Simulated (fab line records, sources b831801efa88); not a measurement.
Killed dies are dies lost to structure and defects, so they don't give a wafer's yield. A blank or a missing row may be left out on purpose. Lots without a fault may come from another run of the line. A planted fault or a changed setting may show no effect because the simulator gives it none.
Which tool did it? | flow sky130 | 10 lots, 30 wafers sampled, at 6 steps of a route of 708

WHAT THE GAUGES READ, wafer by wafer
The record holds no reading of a measuring or inspecting step that can be judged against a usual standard deviation.

WHICH TOOL RAN EACH LOT (tool, then ch and the chambers of the sampled wafers, then the start)
lot  | SKY_CAPM_CVD_00                 | SKY_METAL3_STRIP_19                  | SKY_VIA3_HDPCVD_00               | SKY_VIA3_ETCH_14                   | SKY_VIA3_ETCH_15                   | SKY_PAD_OPEN_PROBE_99
L397 | pecvd-02 ch 0,1,2, day 36 15:54 | plasma_asher-03 ch 0,1, day 38 20:41 | hdpcvd-02 ch 0,2, day 38 21:16   | rie_diel-01 ch 1,2,3, day 39 22:54 | rie_diel-01 ch 1,2,3, day 39 22:56 | prober-01, day 46 02:38
L398 | pecvd-03 ch 0,2, day 36 23:29   | plasma_asher-02 ch 0,1, day 39 02:58 | hdpcvd-01 ch 1,2, day 39 03:42   | rie_diel-02 ch 0,1,2, day 40 04:27 | rie_diel-02 ch 0,1,2, day 40 04:29 | prober-02, day 46 05:49
L399 | pecvd-01 ch 1,2, day 37 04:25   | plasma_asher-04 ch 0,1, day 39 08:11 | hdpcvd-01 ch 0,1,2, day 39 08:47 | rie_diel-01 ch 1,3, day 40 10:14   | rie_diel-01 ch 1,3, day 40 10:17   | prober-01, day 46 12:55
L400 | pecvd-03 ch 0,1, day 37 22:22   | plasma_asher-04 ch 0,1, day 40 00:49 | hdpcvd-02 ch 0,1,2, day 40 01:24 | rie_diel-01 ch 1,2,3, day 41 01:48 | rie_diel-01 ch 1,2,3, day 41 01:50 | prober-02, day 47 00:43
L409 | pecvd-02 ch 1,2, day 40 07:22   | plasma_asher-03 ch 0,1, day 42 09:01 | hdpcvd-01 ch 0,1, day 42 09:48   | rie_diel-04 ch 0,1,2, day 43 09:29 | rie_diel-04 ch 0,1,2, day 43 09:32 | prober-01, day 48 21:49
L410 | pecvd-02 ch 0,2, day 40 11:24   | plasma_asher-04 ch 0,1, day 42 12:10 | hdpcvd-02 ch 0,1,2, day 42 12:43 | rie_diel-02 ch 0,1,3, day 43 12:50 | rie_diel-02 ch 0,1,3, day 43 12:53 | prober-02, day 49 00:07
L411 | pecvd-02 ch 0,2, day 40 19:19   | plasma_asher-03 ch 0,1, day 42 19:54 | hdpcvd-02 ch 1,2, day 42 20:27   | rie_diel-02 ch 0,2,3, day 43 20:44 | rie_diel-02 ch 0,2,3, day 43 20:47 | prober-01, day 49 06:46
L415 | pecvd-02 ch 0,2, day 42 07:10   | plasma_asher-02 ch 0,1, day 44 06:37 | hdpcvd-01 ch 0,2, day 44 07:12   | rie_diel-02 ch 0,1,2, day 45 05:32 | rie_diel-02 ch 0,1,2, day 45 05:35 | prober-02, day 50 08:07
L418 | pecvd-03 ch 0,1,2, day 42 15:28 | plasma_asher-02 ch 0,1, day 44 13:47 | hdpcvd-01 ch 0,1,2, day 44 14:25 | rie_diel-01 ch 0,2,3, day 45 13:19 | rie_diel-01 ch 0,2,3, day 45 13:21 | prober-01, day 50 13:40
L419 | pecvd-02 ch 0,2, day 42 19:14   | plasma_asher-04 ch 0,1, day 44 17:17 | hdpcvd-02 ch 0,1,2, day 44 17:52 | rie_diel-04 ch 2,3, day 45 16:03   | rie_diel-04 ch 2,3, day 45 16:05   | prober-02, day 50 17:05
- SKY_CAPM_CVD_00: deposits SiO2, target thk 15.5 nm.
- SKY_METAL3_STRIP_19: strips in O2/N2.
- SKY_VIA3_HDPCVD_00: deposits SiO2, target thk 1635 nm, time 272.5 s.
- SKY_VIA3_ETCH_14: etches BARC in N2/H2, stops on SiO2, time 45.9 s, target depth 60 nm.
- SKY_VIA3_ETCH_15: etches SiO2 in C4F8/O2/Ar, stops on TiN, target depth 507 nm, time 78 s.
- SKY_PAD_OPEN_PROBE_99

WHAT THE TOOLS THEMSELVES READ (means of the sampled wafers that have a number; where no wafer has one, the mark that the record gives instead)
SKY_CAPM_CVD_00. Usual: heater_power_outer_w 444 W, standard deviation 46; heater_power_w 751 W, standard deviation 82; rf_fwd_power_W 441.9 W, standard deviation 2.9.
lot  | tool     | heater_power_outer_w (W) | heater_power_w (W) | rf_fwd_power_W (W) | flag
L397 | pecvd-02 | 454                      | 775                | 439.4              |
L398 | pecvd-03 | 414                      | 689                | 445.3              |
L399 | pecvd-01 | 444                      | 711                | 444.4              |
L400 | pecvd-03 | 421                      | 734                | 442.4              |
L409 | pecvd-02 | 465                      | 765                | 440.1              |
L410 | pecvd-02 | 407                      | 676                | 440.3              |
L411 | pecvd-02 | 399                      | 674                | 439.1              |
L415 | pecvd-02 | 381                      | 646                | 438.1              |
L418 | pecvd-03 | 440                      | 737                | 444.8              |
L419 | pecvd-02 | 456                      | 755                | 437.9              |

SKY_METAL3_STRIP_19. Usual: drypump_motor_current_A 5.9 A, standard deviation 0.38; oes_product_au 0.501 a.u., standard deviation 0.0051; strip_time_to_endpoint_s 6.50 s, standard deviation 0.061.
lot  | tool            | drypump_motor_current_A (A) | oes_product_au (a.u.) | strip_time_to_endpoint_s (s) | flag
L397 | plasma_asher-03 | 5.7                         | 0.498                 | 6.46                         |
L398 | plasma_asher-02 | 5.9                         | 0.501                 | 6.51                         |
L399 | plasma_asher-04 | 6.2                         | 0.507                 | 6.46                         |
L400 | plasma_asher-04 | 6.1                         | 0.505                 | 6.54                         |
L409 | plasma_asher-03 | 5.9                         | 0.499                 | 6.46                         |
L410 | plasma_asher-04 | 6.3                         | 0.501                 | 6.53                         |
L411 | plasma_asher-03 | 5.7                         | 0.501                 | 6.61                         |
L415 | plasma_asher-02 | 5.7                         | 0.504                 | 6.59                         |
L418 | plasma_asher-02 | 5.9                         | 0.499                 | 6.38                         |
L419 | plasma_asher-04 | 6.2                         | 0.503                 | 6.50                         |

SKY_VIA3_HDPCVD_00. Usual: pressure_mtorr 5.999 mTorr, standard deviation 0.011; run_length_s 300.0 s, standard deviation 0.55.
lot  | tool      | pressure_mtorr (mTorr) | run_length_s (s) | flag
L397 | hdpcvd-02 | 5.983                  | 299.5            |
L398 | hdpcvd-01 | 5.993                  | 300.0            |
L399 | hdpcvd-01 | 5.996                  | 300.6            |
L400 | hdpcvd-02 | 6.002                  | 299.8            |
L409 | hdpcvd-01 | -                      | -                | OFF
L410 | hdpcvd-02 | -                      | -                | OFF
L411 | hdpcvd-02 | -                      | -                | OFF
L415 | hdpcvd-01 | 6.007                  | 299.9            |
L418 | hdpcvd-01 | 6.004                  | 300.5            |
L419 | hdpcvd-02 | 6.007                  | 300.1            |

SKY_VIA3_ETCH_14. Usual: drypump_motor_current_A 5.7 A, standard deviation 0.41; h2_flow_sccm 200.1 sccm, standard deviation 0.69; oes_product_au 0.855 a.u., standard deviation 0.0049; rf_fwd_power_W 493.9 W, standard deviation 2; throttle_valve_pct 13.224 %, standard deviation 0.01.
lot  | tool        | drypump_motor_current_A (A) | h2_flow_sccm (sccm) | oes_product_au (a.u.) | rf_fwd_power_W (W) | throttle_valve_pct (%) | flag
L397 | rie_diel-01 | 5.5                         | 199.3               | 0.855                 | 494.4              | 13.229                 |
L398 | rie_diel-02 | 6.1                         | 200.1               | 0.855                 | 492.8              | 13.224                 |
L399 | rie_diel-01 | 5.4                         | 199.6               | 0.855                 | 497.0              | 13.226                 |
L400 | rie_diel-01 | 5.6                         | 200.3               | 0.853                 | 494.3              | 13.223                 |
L409 | rie_diel-04 | 5.3                         | 200.3               | 0.857                 | 491.9              | 13.216                 |
L410 | rie_diel-02 | 6.0                         | 199.0               | 0.854                 | 493.0              | 13.217                 |
L411 | rie_diel-02 | 6.0                         | 200.1               | 0.857                 | 493.3              | 13.217                 |
L415 | rie_diel-02 | 6.1                         | 200.9               | 0.856                 | 494.3              | 13.225                 |
L418 | rie_diel-01 | 5.6                         | 200.0               | 0.855                 | 494.1              | 13.236                 |
L419 | rie_diel-04 | 5.4                         | 200.3               | 0.856                 | 493.5              | 13.221                 |

SKY_VIA3_ETCH_15. Usual: oes_product_au 0.946 a.u., standard deviation 0.0047; rf_fwd_power_W 1488 W, standard deviation 4.9.
lot  | tool        | oes_product_au (a.u.) | rf_fwd_power_W (W) | flag
L397 | rie_diel-01 | 0.949                 | 1489               |
L398 | rie_diel-02 | 0.944                 | 1485               |
L399 | rie_diel-01 | 0.949                 | 1485               |
L400 | rie_diel-01 | 0.949                 | 1487               |
L409 | rie_diel-04 | 0.375                 | 1486               | OFF
L410 | rie_diel-02 | 0.380                 | 1489               | OFF
L411 | rie_diel-02 | 0.372                 | 1487               | OFF
L415 | rie_diel-02 | 0.942                 | 1491               |
L418 | rie_diel-01 | 0.946                 | 1485               |
L419 | rie_diel-04 | 0.944                 | 1490               |

SKY_PAD_OPEN_PROBE_99. Usual: defect_limited_yield 82.2 %, standard deviation 1.9; killed_at_M0_to_M3 44, standard deviation 6.6; killed_at_M4_up 3.4, standard deviation 1.9; killed_at_contacts 25, standard deviation 5.6; killed_at_front_end 15, standard deviation 4.6; killed_at_other 0.3, standard deviation 0.6; killed_dies 88, standard deviation 9.5; killed_on_rim 17, standard deviation 3.8; killed_open 47, standard deviation 7.1; killed_short 40, standard deviation 6.4; sort_bin_3_pad_short 1.0 %, standard deviation 0.47; sort_bin_5_function 10.4 %, standard deviation 1.4; sort_bin_6_memory 6.4 %, standard deviation 1.1; sort_n_pass 404, standard deviation 9.5; sort_yield_pct 82.2 %, standard deviation 1.9.
lot  | tool      | defect_limited_yield (%) | killed_at_M0_to_M3 | killed_at_M4_up | killed_at_contacts | killed_at_front_end | killed_at_other | killed_dies | killed_on_rim | killed_open | killed_short | sort_bin_3_pad_short (%) | sort_bin_5_function (%) | sort_bin_6_memory (%) | sort_n_pass | sort_yield_pct (%) | flag
L397 | prober-01 | 82.3                     | 48                 | 2.3             | 22                 | 15                  | 0.0             | 87          | 15            | 45          | 42           | 1.3                      | 9.6                     | 6.8                   | 405         | 82.3               |
L398 | prober-02 | 80.8                     | 46                 | 3.0             | 30                 | 15                  | 0.0             | 94          | 17            | 52          | 42           | 0.9                      | 10.5                    | 7.8                   | 398         | 80.8               |
L399 | prober-01 | 81.1                     | 50                 | 2.7             | 23                 | 17                  | 0.0             | 93          | 17            | 51          | 42           | 0.8                      | 11.5                    | 6.6                   | 399         | 81.1               |
L400 | prober-02 | 83.5                     | 47                 | 4.0             | 19                 | 10                  | 1.3             | 81          | 14            | 44          | 37           | 0.9                      | 10.0                    | 5.6                   | 411         | 83.5               |
L409 | prober-01 | 0.0                      | 482                | 2.0             | 5                  | 3                   | 0.0             | 492         | 96            | 8           | 6            | 25.5                     | 72.4                    | 2.1                   | 0           | 0.0                | OFF
L410 | prober-02 | 0.0                      | 485                | 1.3             | 5                  | 1                   | 0.3             | 492         | 96            | 7           | 4            | 23.9                     | 73.7                    | 2.5                   | 0           | 0.0                | OFF
L411 | prober-01 | 0.0                      | 481                | 1.7             | 4                  | 4                   | 0.7             | 492         | 96            | 7           | 7            | 23.2                     | 74.1                    | 2.7                   | 0           | 0.0                | OFF
L415 | prober-02 | 81.2                     | 47                 | 2.3             | 29                 | 14                  | 0.3             | 92          | 17            | 49          | 43           | 1.3                      | 11.0                    | 6.4                   | 400         | 81.2               |
L418 | prober-01 | 81.8                     | 41                 | 3.0             | 29                 | 16                  | 0.3             | 89          | 16            | 50          | 39           | 0.9                      | 11.1                    | 6.2                   | 403         | 81.8               |
L419 | prober-02 | 80.5                     | 48                 | 4.0             | 26                 | 17                  | 0.0             | 96          | 18            | 54          | 42           | 0.9                      | 11.3                    | 7.3                   | 396         | 80.5               |

THE ANSWER, worked out from the rows above alone
Rule: a lot is off if the mean of its wafers that have a number lies more than 3 standard deviations from the usual mean. A lot without any number at a reading at which 4 lots or more have one is off too. The other lots that the step has rows for count as sound. The gauges are gone through in route order, then the tools' own readings, and for those a lot's mean is taken as printed above. The first step at which some lot is off is used, and at that step the reading that is off furthest; a lot without a number counts as furthest.
Off: L409, L410, L411, at SKY_VIA3_HDPCVD_00 (pressure_mtorr). Without a number there: L409, L410, L411.
A tool fits if, at that step or a process step before it, it ran every lot that is off, and no sound lot after the first of them. None of those tried fits.

WHAT THE SIMULATOR HAD PUT IN
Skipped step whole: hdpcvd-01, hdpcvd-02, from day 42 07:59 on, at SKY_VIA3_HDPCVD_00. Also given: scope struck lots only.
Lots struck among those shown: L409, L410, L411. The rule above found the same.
